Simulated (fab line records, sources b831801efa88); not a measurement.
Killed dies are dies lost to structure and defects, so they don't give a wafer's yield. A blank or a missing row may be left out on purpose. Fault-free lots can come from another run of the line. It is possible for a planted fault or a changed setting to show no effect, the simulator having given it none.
fab line records / flow sfq-line / part 2 of 2: steps 21 to 29 of 29
[record] lots = 5 wafers = 15 last-day = 90
route steps=325 shown I5@229 C5@240 M6@251
lots with no fault: from the same line, run without faults
start-h: the number of hours between the record's first day and the start of the first shown wafer of the lot / wait-h: hours elapsed since this lot's preceding step / " as in the row above / L1.1+2: one row covering several wafers at once / - no value, or no start given / * or withheld: withheld / < > ~ a bound
route shown NAME@n: NAME is a module with steps in the file, n the number in the route of the first one / usual: the fault-free wafers' mean and standard deviation / same: alike in all rows / chamber/n: place in a boat / sites: readings site by site / _std_site: the values' standard deviation / _edge_site: inner sites' mean taken away from outer sites' mean / radius-mm: for every site, how far away it sits from the centre of the wafer / mask NAME#n: copy n / behind: the last tool/chamber to shape the wafer / hold: what put the lot on hold/how long, in hours/how the hold closed / device: whichever transistor did not switch (one of n, p or np) / end of line: tests of these same wafers at the route's end / a step without rows: its recipe alone / killed: count of dies lost to structure and defects at first sort (not the wafer's yield) / map: shows each die of a wafer: x if killed, . if not, _ if none is there
set.NAME: the run value of the setting; set.NAME@STEP: its run value at that earlier step / model.NAME: the simulator's own value behind a step, which no gauge read
lots at some steps of the route; a table a step, a row a wafer
services: the hour from which a tool's chamber was out of use, counted from the record's first day as start-h (under 0 if before that day), plus the number of hours and why
[[steps]]
[step SFQ_TRILAYER_C5_STRIP_STRIP_155]
[recipe] gas = O2 power-w = 200 platen-temp-c = 40 overash-fraction = 0.65 chemistry = O2 pressure-mtorr = 50
[usual] chamber-pressure-mTorr = 49.99/0.046 drypump-motor-current-A = 5.4/0.49 oes-product-au = 1.000/0.008
lot.wafer=L074.1 tool=rie-metal-01 chamber=0 start-h=1544.03 wait-h=- chamber-pressure-mTorr=49.97 drypump-motor-current-A=5.1 oes-product-au=0.994 rf-hours-counter-h=25
lot.wafer=L074.5 tool=rie-metal-01 chamber=1 start-h=1544.03 wait-h=- chamber-pressure-mTorr=50.00 drypump-motor-current-A=6.7 oes-product-au=1.007 rf-hours-counter-h=-
lot.wafer=L074.6 tool=rie-metal-01 chamber=0 start-h=1544.03 wait-h=- chamber-pressure-mTorr=50.04 drypump-motor-current-A=5.1 oes-product-au=0.996 rf-hours-counter-h=-
lot.wafer=L080.2 tool=rie-metal-02 chamber=1 start-h=1680.75 wait-h=- chamber-pressure-mTorr=49.97 drypump-motor-current-A=5.7 oes-product-au=0.996 rf-hours-counter-h=21
lot.wafer=L080.3 tool=rie-metal-02 chamber=0 start-h=1680.75 wait-h=- chamber-pressure-mTorr=50.06 drypump-motor-current-A=5.0 oes-product-au=0.997 rf-hours-counter-h=-
lot.wafer=L080.4 tool=rie-metal-02 chamber=1 start-h=1680.75 wait-h=- chamber-pressure-mTorr=49.99 drypump-motor-current-A=5.7 oes-product-au=0.977 rf-hours-counter-h=-
lot.wafer=L084.2 tool=rie-metal-03 chamber=0 start-h=1690.35 wait-h=- chamber-pressure-mTorr=50.00 drypump-motor-current-A=5.1 oes-product-au=1.018 rf-hours-counter-h=40
lot.wafer=L084.3 tool=rie-metal-03 chamber=1 start-h=1690.35 wait-h=- chamber-pressure-mTorr=49.96 drypump-motor-current-A=5.3 oes-product-au=0.995 rf-hours-counter-h=-
lot.wafer=L084.6 tool=rie-metal-03 chamber=1 start-h=1690.35 wait-h=- chamber-pressure-mTorr=50.10 drypump-motor-current-A=5.3 oes-product-au=0.995 rf-hours-counter-h=-
lot.wafer=L096.1 tool=rie-metal-02 chamber=0 start-h=1744.34 wait-h=- chamber-pressure-mTorr=49.99 drypump-motor-current-A=5.0 oes-product-au=1.001 rf-hours-counter-h=63
lot.wafer=L096.3 tool=rie-metal-02 chamber=1 start-h=1744.34 wait-h=- chamber-pressure-mTorr=50.04 drypump-motor-current-A=5.7 oes-product-au=1.003 rf-hours-counter-h=-
lot.wafer=L096.6 tool=rie-metal-02 chamber=1 start-h=1744.34 wait-h=- chamber-pressure-mTorr=49.96 drypump-motor-current-A=5.7 oes-product-au=0.987 rf-hours-counter-h=-
lot.wafer=L097.1 tool=rie-metal-03 chamber=0 start-h=1745.54 wait-h=- chamber-pressure-mTorr=50.03 drypump-motor-current-A=5.1 oes-product-au=1.006 rf-hours-counter-h=49
lot.wafer=L097.3 tool=rie-metal-03 chamber=0 start-h=1745.54 wait-h=- chamber-pressure-mTorr=49.95 drypump-motor-current-A=5.1 oes-product-au=1.015 rf-hours-counter-h=-
lot.wafer=L097.6 tool=rie-metal-03 chamber=0 start-h=1745.54 wait-h=- chamber-pressure-mTorr=49.96 drypump-motor-current-A=5.1 oes-product-au=0.997 rf-hours-counter-h=-
[step SFQ_TRILAYER_C5_STRIP_SOLV_CLEAN_156]
[recipe] chemistry = NMP temp-c = 70 time-s = 600
lot.wafer=L074.1+5+6 tool=wet-bench-04 chamber=7,3,6 start-h=1544.63 wait-h=0.4
lot.wafer=L080.2+3+4 tool=wet-bench-04 chamber=7,6,3 start-h=1681.35 wait-h=0.4
lot.wafer=L084.2+3+6 tool=wet-bench-01 chamber=1,2,0 start-h=1690.95 wait-h=0.4
lot.wafer=L096.1+3+6 tool=wet-bench-02 chamber=4,6,3 start-h=1744.94 wait-h=0.4
lot.wafer=L097.1+3+6 tool=wet-bench-01 chamber=4,6,0 start-h=1746.14 wait-h=0.4
[step SFQ_TRILAYER_M6_DEP_PRE_CLEAN_158]
[recipe] gas = Ar time-s = 22.5 bias-v = 250
lot.wafer=L074.1+5+6 tool=pvd-sputter-05 chamber=- start-h=1544.80 wait-h=0.0
lot.wafer=L080.2+3+4 tool=pvd-sputter-06 chamber=- start-h=1681.53 wait-h=0.0
lot.wafer=L084.2+3+6 tool=pvd-sputter-06 chamber=- start-h=1691.13 wait-h=0.0
lot.wafer=L096.1+3+6 tool=pvd-sputter-03 chamber=- start-h=1745.13 wait-h=0.0
lot.wafer=L097.1+3+6 tool=pvd-sputter-06 chamber=- start-h=1746.31 wait-h=0.0
[step SFQ_TRILAYER_M6_DEP_SPUTTER_157]
[recipe] material = Nb base-pressure-pa = 1.33e-06 chamber-pressure-pa = 0.1333 substrate-temp-c = 20 target-thk-nm = 200 power-w = 2000 time-s = 133.3
[usual] chamber-pressure-pa = 0.13331/0.00027 throttle-valve-pct = 30.4/0.98
lot.wafer=L074.1 tool=pvd-sputter-05 chamber=- start-h=1544.83 wait-h=0.0 chamber-pressure-pa=0.1334 throttle-valve-pct=30.9
lot.wafer=L074.5 tool=pvd-sputter-05 chamber=- start-h=1544.83 wait-h=0.0 chamber-pressure-pa=0.13355 throttle-valve-pct=31.4
lot.wafer=L074.6 tool=pvd-sputter-05 chamber=- start-h=1544.83 wait-h=0.0 chamber-pressure-pa=0.1332 throttle-valve-pct=29.8
lot.wafer=L080.2 tool=pvd-sputter-06 chamber=- start-h=1681.56 wait-h=0.0 chamber-pressure-pa=0.13331 throttle-valve-pct=31.5
lot.wafer=L080.3 tool=pvd-sputter-06 chamber=- start-h=1681.56 wait-h=0.0 chamber-pressure-pa=0.13303 throttle-valve-pct=30.4
lot.wafer=L080.4 tool=pvd-sputter-06 chamber=- start-h=1681.56 wait-h=0.0 chamber-pressure-pa=0.13304 throttle-valve-pct=28.9
lot.wafer=L084.2 tool=pvd-sputter-06 chamber=- start-h=1691.16 wait-h=0.0 chamber-pressure-pa=0.1335 throttle-valve-pct=29.4
lot.wafer=L084.3 tool=pvd-sputter-06 chamber=- start-h=1691.16 wait-h=0.0 chamber-pressure-pa=0.1338 throttle-valve-pct=31.8
lot.wafer=L084.6 tool=pvd-sputter-06 chamber=- start-h=1691.16 wait-h=0.0 chamber-pressure-pa=0.13305 throttle-valve-pct=29.2
lot.wafer=L096.1 tool=pvd-sputter-03 chamber=- start-h=1745.16 wait-h=0.0 chamber-pressure-pa=0.13307 throttle-valve-pct=29.1
lot.wafer=L096.3 tool=pvd-sputter-03 chamber=- start-h=1745.16 wait-h=0.0 chamber-pressure-pa=0.13351 throttle-valve-pct=28.9
lot.wafer=L096.6 tool=pvd-sputter-03 chamber=- start-h=1745.16 wait-h=0.0 chamber-pressure-pa=0.13319 throttle-valve-pct=31.2
lot.wafer=L097.1 tool=pvd-sputter-06 chamber=- start-h=1746.34 wait-h=0.0 chamber-pressure-pa=0.13354 throttle-valve-pct=29.3
lot.wafer=L097.3 tool=pvd-sputter-06 chamber=- start-h=1746.34 wait-h=0.0 chamber-pressure-pa=0.13334 throttle-valve-pct=30.1
lot.wafer=L097.6 tool=pvd-sputter-06 chamber=- start-h=1746.34 wait-h=0.0 chamber-pressure-pa=0.13316 throttle-valve-pct=31.6
[step SFQ_M6_RS_MEAS_938]
[recipe] thk-meas-gauge = four-point-probe reads = Nb_of_TRILAYER_M6_DEP_SPUTTER_157
[usual] M6_NB_RS = 0.894/0.01
lot.wafer=L074.1 tool=film-metro-02 chamber=- start-h=1544.92 wait-h=0.0 M6_NB_RS[ohm/sq]=0.883
lot.wafer=L074.5 tool=film-metro-02 chamber=- start-h=1544.92 wait-h=0.0 M6_NB_RS[ohm/sq]=0.881
lot.wafer=L074.6 tool=film-metro-02 chamber=- start-h=1544.92 wait-h=0.0 M6_NB_RS[ohm/sq]=0.880
lot.wafer=L080.2 tool=film-metro-03 chamber=- start-h=1681.67 wait-h=0.1 M6_NB_RS[ohm/sq]=0.894
lot.wafer=L080.3 tool=film-metro-03 chamber=- start-h=1681.67 wait-h=0.1 M6_NB_RS[ohm/sq]=0.898
lot.wafer=L080.4 tool=film-metro-03 chamber=- start-h=1681.67 wait-h=0.1 M6_NB_RS[ohm/sq]=0.900
lot.wafer=L084.2 tool=film-metro-02 chamber=- start-h=1691.27 wait-h=0.1 M6_NB_RS[ohm/sq]=0.906
lot.wafer=L084.3 tool=film-metro-02 chamber=- start-h=1691.27 wait-h=0.1 M6_NB_RS[ohm/sq]=0.889
lot.wafer=L084.6 tool=film-metro-02 chamber=- start-h=1691.27 wait-h=0.1 M6_NB_RS[ohm/sq]=0.903
lot.wafer=L096.1 tool=film-metro-01 chamber=- start-h=1745.25 wait-h=0.0 M6_NB_RS[ohm/sq]=0.889
lot.wafer=L096.3 tool=film-metro-01 chamber=- start-h=1745.25 wait-h=0.0 M6_NB_RS[ohm/sq]=0.886
lot.wafer=L096.6 tool=film-metro-01 chamber=- start-h=1745.25 wait-h=0.0 M6_NB_RS[ohm/sq]=0.907
lot.wafer=L097.1 tool=film-metro-03 chamber=- start-h=1746.43 wait-h=0.0 M6_NB_RS[ohm/sq]=0.916
lot.wafer=L097.3 tool=film-metro-03 chamber=- start-h=1746.43 wait-h=0.0 M6_NB_RS[ohm/sq]=0.905
lot.wafer=L097.6 tool=film-metro-03 chamber=- start-h=1746.43 wait-h=0.0 M6_NB_RS[ohm/sq]=0.917
[step SFQ_TRILAYER_M6_LITHO_COAT_164]
[recipe] resist = BARC spin-rpm = 3000 resist-thk-nm = 62
[usual] chill-plate-temp-C = 23.02/0.092 dispense-pressure-kPa = 44.7/2.4 spin-speed-rpm = 3000.4/1.7
lot.wafer=L074.1 tool=litho-track-02 chamber=0 start-h=1545.10 wait-h=0.1 chill-plate-temp-C=22.99 dispense-pressure-kPa=47.1 spin-speed-rpm=3000.3
lot.wafer=L074.5 tool=litho-track-02 chamber=0 start-h=1545.10 wait-h=0.1 chill-plate-temp-C=23.07 dispense-pressure-kPa=47.0 spin-speed-rpm=2997.0
lot.wafer=L074.6 tool=litho-track-02 chamber=0 start-h=1545.10 wait-h=0.1 chill-plate-temp-C=22.97 dispense-pressure-kPa=47.0 spin-speed-rpm=2997.2
lot.wafer=L080.2 tool=litho-track-03 chamber=0 start-h=1681.88 wait-h=0.1 chill-plate-temp-C=22.99 dispense-pressure-kPa=46.2 spin-speed-rpm=3000.1
lot.wafer=L080.3 tool=litho-track-03 chamber=0 start-h=1681.88 wait-h=0.1 chill-plate-temp-C=23.11 dispense-pressure-kPa=46.2 spin-speed-rpm=3002.1
lot.wafer=L080.4 tool=litho-track-03 chamber=0 start-h=1681.88 wait-h=0.1 chill-plate-temp-C=22.87 dispense-pressure-kPa=46.3 spin-speed-rpm=3002.2
lot.wafer=L084.2 tool=litho-track-01 chamber=0 start-h=1691.48 wait-h=0.1 chill-plate-temp-C=23.09 dispense-pressure-kPa=42.0 spin-speed-rpm=3000.4
lot.wafer=L084.3 tool=litho-track-01 chamber=0 start-h=1691.48 wait-h=0.1 chill-plate-temp-C=23.14 dispense-pressure-kPa=42.0 spin-speed-rpm=3003.0
lot.wafer=L084.6 tool=litho-track-01 chamber=0 start-h=1691.48 wait-h=0.1 chill-plate-temp-C=23.01 dispense-pressure-kPa=42.0 spin-speed-rpm=2998.3
lot.wafer=L096.1 tool=litho-track-01 chamber=0 start-h=1745.43 wait-h=0.1 chill-plate-temp-C=23.09 dispense-pressure-kPa=42.0 spin-speed-rpm=2998.6
lot.wafer=L096.3 tool=litho-track-01 chamber=0 start-h=1745.43 wait-h=0.1 chill-plate-temp-C=23.02 dispense-pressure-kPa=42.0 spin-speed-rpm=3000.1
lot.wafer=L096.6 tool=litho-track-01 chamber=0 start-h=1745.43 wait-h=0.1 chill-plate-temp-C=23.05 dispense-pressure-kPa=42.0 spin-speed-rpm=3000.9
lot.wafer=L097.1 tool=litho-track-02 chamber=0 start-h=1746.61 wait-h=0.1 chill-plate-temp-C=22.99 dispense-pressure-kPa=47.1 spin-speed-rpm=3001.4
lot.wafer=L097.3 tool=litho-track-02 chamber=0 start-h=1746.61 wait-h=0.1 chill-plate-temp-C=23.18 dispense-pressure-kPa=47.1 spin-speed-rpm=2998.9
lot.wafer=L097.6 tool=litho-track-02 chamber=0 start-h=1746.61 wait-h=0.1 chill-plate-temp-C=23.09 dispense-pressure-kPa=47.0 spin-speed-rpm=2998.4
[step SFQ_TRILAYER_M6_LITHO_COAT_159]
[recipe] resist = KrF spin-rpm = 3000 resist-thk-nm = 600
[usual] chill-plate-temp-C = 23.03/0.095 dispense-pressure-kPa = 44.7/2.4 spin-speed-rpm = 3000.0/2
lot.wafer=L074.1 tool=litho-track-02 chamber=0 start-h=1545.40 wait-h=0.2 chill-plate-temp-C=23.06 dispense-pressure-kPa=47.1 spin-speed-rpm=3001.2
lot.wafer=L074.5 tool=litho-track-02 chamber=0 start-h=1545.40 wait-h=0.2 chill-plate-temp-C=23.11 dispense-pressure-kPa=47.1 spin-speed-rpm=3003.1
lot.wafer=L074.6 tool=litho-track-02 chamber=0 start-h=1545.40 wait-h=0.2 chill-plate-temp-C=23.27 dispense-pressure-kPa=47.1 spin-speed-rpm=2999.2
lot.wafer=L080.2 tool=litho-track-03 chamber=0 start-h=1682.18 wait-h=0.2 chill-plate-temp-C=23.13 dispense-pressure-kPa=46.3 spin-speed-rpm=2999.0
lot.wafer=L080.3 tool=litho-track-03 chamber=0 start-h=1682.18 wait-h=0.2 chill-plate-temp-C=23.07 dispense-pressure-kPa=46.3 spin-speed-rpm=2999.0
lot.wafer=L080.4 tool=litho-track-03 chamber=0 start-h=1682.18 wait-h=0.2 chill-plate-temp-C=23.08 dispense-pressure-kPa=46.3 spin-speed-rpm=2999.5
lot.wafer=L084.2 tool=litho-track-01 chamber=0 start-h=1691.78 wait-h=0.2 chill-plate-temp-C=23.03 dispense-pressure-kPa=42.0 spin-speed-rpm=2999.8
lot.wafer=L084.3 tool=litho-track-01 chamber=0 start-h=1691.78 wait-h=0.2 chill-plate-temp-C=22.95 dispense-pressure-kPa=42.0 spin-speed-rpm=2999.5
lot.wafer=L084.6 tool=litho-track-01 chamber=0 start-h=1691.78 wait-h=0.2 chill-plate-temp-C=23.03 dispense-pressure-kPa=42.0 spin-speed-rpm=2997.6
lot.wafer=L096.1 tool=litho-track-01 chamber=0 start-h=1745.73 wait-h=0.2 chill-plate-temp-C=22.96 dispense-pressure-kPa=42.0 spin-speed-rpm=3002.4
lot.wafer=L096.3 tool=litho-track-01 chamber=0 start-h=1745.73 wait-h=0.2 chill-plate-temp-C=23.14 dispense-pressure-kPa=42.0 spin-speed-rpm=2998.4
lot.wafer=L096.6 tool=litho-track-01 chamber=0 start-h=1745.73 wait-h=0.2 chill-plate-temp-C=22.89 dispense-pressure-kPa=42.0 spin-speed-rpm=2996.9
lot.wafer=L097.1 tool=litho-track-02 chamber=0 start-h=1746.91 wait-h=0.2 chill-plate-temp-C=22.97 dispense-pressure-kPa=47.0 spin-speed-rpm=2999.7
lot.wafer=L097.3 tool=litho-track-02 chamber=0 start-h=1746.91 wait-h=0.2 chill-plate-temp-C=22.81 dispense-pressure-kPa=47.1 spin-speed-rpm=3002.9
lot.wafer=L097.6 tool=litho-track-02 chamber=0 start-h=1746.91 wait-h=0.2 chill-plate-temp-C=23.15 dispense-pressure-kPa=47.1 spin-speed-rpm=2998.0
[step SFQ_TRILAYER_M6_LITHO_SOFTBAKE_163]
[recipe] temp-c = withheld time-s = withheld resist = KrF
[usual] chill-plate-temp-C = *
lot.wafer=L074.1 tool=litho-track-02 chamber=0 start-h=1545.70 wait-h=0.2 chill-plate-temp-C=*
lot.wafer=L074.5 tool=litho-track-02 chamber=0 start-h=1545.70 wait-h=0.2 chill-plate-temp-C=*
lot.wafer=L074.6 tool=litho-track-02 chamber=0 start-h=1545.70 wait-h=0.2 chill-plate-temp-C=*
lot.wafer=L080.2 tool=litho-track-03 chamber=0 start-h=1682.45 wait-h=0.2 chill-plate-temp-C=*
lot.wafer=L080.3 tool=litho-track-03 chamber=0 start-h=1682.45 wait-h=0.2 chill-plate-temp-C=*
lot.wafer=L080.4 tool=litho-track-03 chamber=0 start-h=1682.45 wait-h=0.2 chill-plate-temp-C=*
lot.wafer=L084.2 tool=litho-track-01 chamber=0 start-h=1692.05 wait-h=0.2 chill-plate-temp-C=*
lot.wafer=L084.3 tool=litho-track-01 chamber=0 start-h=1692.05 wait-h=0.2 chill-plate-temp-C=*
lot.wafer=L084.6 tool=litho-track-01 chamber=0 start-h=1692.05 wait-h=0.2 chill-plate-temp-C=*
lot.wafer=L096.1 tool=litho-track-01 chamber=0 start-h=1746.03 wait-h=0.2 chill-plate-temp-C=*
lot.wafer=L096.3 tool=litho-track-01 chamber=0 start-h=1746.03 wait-h=0.2 chill-plate-temp-C=*
lot.wafer=L096.6 tool=litho-track-01 chamber=0 start-h=1746.03 wait-h=0.2 chill-plate-temp-C=*
lot.wafer=L097.1 tool=litho-track-02 chamber=0 start-h=1747.21 wait-h=0.2 chill-plate-temp-C=*
lot.wafer=L097.3 tool=litho-track-02 chamber=0 start-h=1747.21 wait-h=0.2 chill-plate-temp-C=*
lot.wafer=L097.6 tool=litho-track-02 chamber=0 start-h=1747.21 wait-h=0.2 chill-plate-temp-C=*
[step SFQ_TRILAYER_M6_LITHO_EXPOSE_160]
[recipe] mask-id = M6 na = 0.6 source-shape = conventional sigma-outer = 0.65 target-cd-nm = 500 dose-mj = 14.4
[usual] stage-vel-mm-s = 500.05/0.3
lot.wafer=L074.1 tool=krf-scanner-01 chamber=0 start-h=1547.21 wait-h=- mask=M6#0 stage-vel-mm-s=500.52
lot.wafer=L074.5 tool=krf-scanner-01 chamber=0 start-h=1547.21 wait-h=- mask=M6#0 stage-vel-mm-s=500.01
lot.wafer=L074.6 tool=krf-scanner-01 chamber=0 start-h=1547.21 wait-h=- mask=M6#0 stage-vel-mm-s=500.06
lot.wafer=L080.2 tool=krf-scanner-02 chamber=0 start-h=1687.65 wait-h=- mask=M6#0 stage-vel-mm-s=499.60
lot.wafer=L080.3 tool=krf-scanner-02 chamber=0 start-h=1687.65 wait-h=- mask=M6#0 stage-vel-mm-s=499.81
lot.wafer=L080.4 tool=krf-scanner-02 chamber=0 start-h=1687.65 wait-h=- mask=M6#0 stage-vel-mm-s=499.81
lot.wafer=L084.2 tool=krf-scanner-02 chamber=0 start-h=1698.45 wait-h=- mask=M6#0 stage-vel-mm-s=499.93
lot.wafer=L084.3 tool=krf-scanner-02 chamber=0 start-h=1698.45 wait-h=- mask=M6#0 stage-vel-mm-s=499.85
lot.wafer=L084.6 tool=krf-scanner-02 chamber=0 start-h=1698.45 wait-h=- mask=M6#0 stage-vel-mm-s=499.37
lot.wafer=L096.1 tool=krf-scanner-01 chamber=0 start-h=1837.12 wait-h=- mask=M6#0 stage-vel-mm-s=499.67
lot.wafer=L096.3 tool=krf-scanner-01 chamber=0 start-h=1837.12 wait-h=- mask=M6#0 stage-vel-mm-s=499.51
lot.wafer=L096.6 tool=krf-scanner-01 chamber=0 start-h=1837.12 wait-h=- mask=M6#0 stage-vel-mm-s=499.74
lot.wafer=L097.1 tool=krf-scanner-01 chamber=0 start-h=1838.32 wait-h=- mask=M6#0 stage-vel-mm-s=500.23
lot.wafer=L097.3 tool=krf-scanner-01 chamber=0 start-h=1838.32 wait-h=- mask=M6#0 stage-vel-mm-s=500.10
lot.wafer=L097.6 tool=krf-scanner-01 chamber=0 start-h=1838.32 wait-h=- mask=M6#0 stage-vel-mm-s=500.03
[[services]]
tool=pvd-sputter-06 chamber=- start-h=1423.40 hours=1.6 kind=repair
tool=rie-diel-01 chamber=1 start-h=1439.32 hours=9.6 kind=repair
tool=krf-scanner-01 chamber=- start-h=1444.95 hours=3.6 kind=pm
tool=rie-diel-01 chamber=2 start-h=1462.80 hours=4.0 kind=repair
tool=krf-scanner-01 chamber=- start-h=1465.11 hours=1.0 kind=pm
tool=rie-diel-01 chamber=2 start-h=1479.04 hours=16.5 kind=repair
tool=krf-scanner-01 chamber=- start-h=1480.90 hours=0.8 kind=pm
tool=krf-scanner-01 chamber=- start-h=1523.16 hours=1.3 kind=pm
tool=krf-scanner-01 chamber=- start-h=1536.51 hours=3.5 kind=repair
tool=rie-diel-01 chamber=0 start-h=1537.83 hours=5.5 kind=repair
tool=rie-diel-01 chamber=0 start-h=1543.32 hours=13.7 kind=repair
tool=rie-diel-01 chamber=2 start-h=1547.89 hours=15.0 kind=repair
tool=rie-diel-01 chamber=1 start-h=1591.68 hours=10.2 kind=repair
tool=krf-scanner-01 chamber=- start-h=1601.33 hours=11.6 kind=pm
tool=rie-diel-01 chamber=1 start-h=1633.02 hours=11.3 kind=repair
tool=krf-scanner-01 chamber=- start-h=1634.11 hours=1.0 kind=pm
tool=krf-scanner-01 chamber=- start-h=1650.78 hours=0.8 kind=pm
tool=rie-diel-01 chamber=- start-h=1668.34 hours=0.1 kind=repair
tool=krf-scanner-01 chamber=- start-h=1698.33 hours=1.3 kind=pm
tool=rie-diel-01 chamber=3 start-h=1719.12 hours=3.7 kind=repair
tool=rie-diel-01 chamber=0 start-h=1726.16 hours=2.3 kind=repair
tool=krf-scanner-01 chamber=- start-h=1733.81 hours=4.0 kind=pm
tool=krf-scanner-01 chamber=- start-h=1804.17 hours=1.0 kind=pm
tool=rie-diel-01 chamber=1 start-h=1827.21 hours=5.4 kind=repair
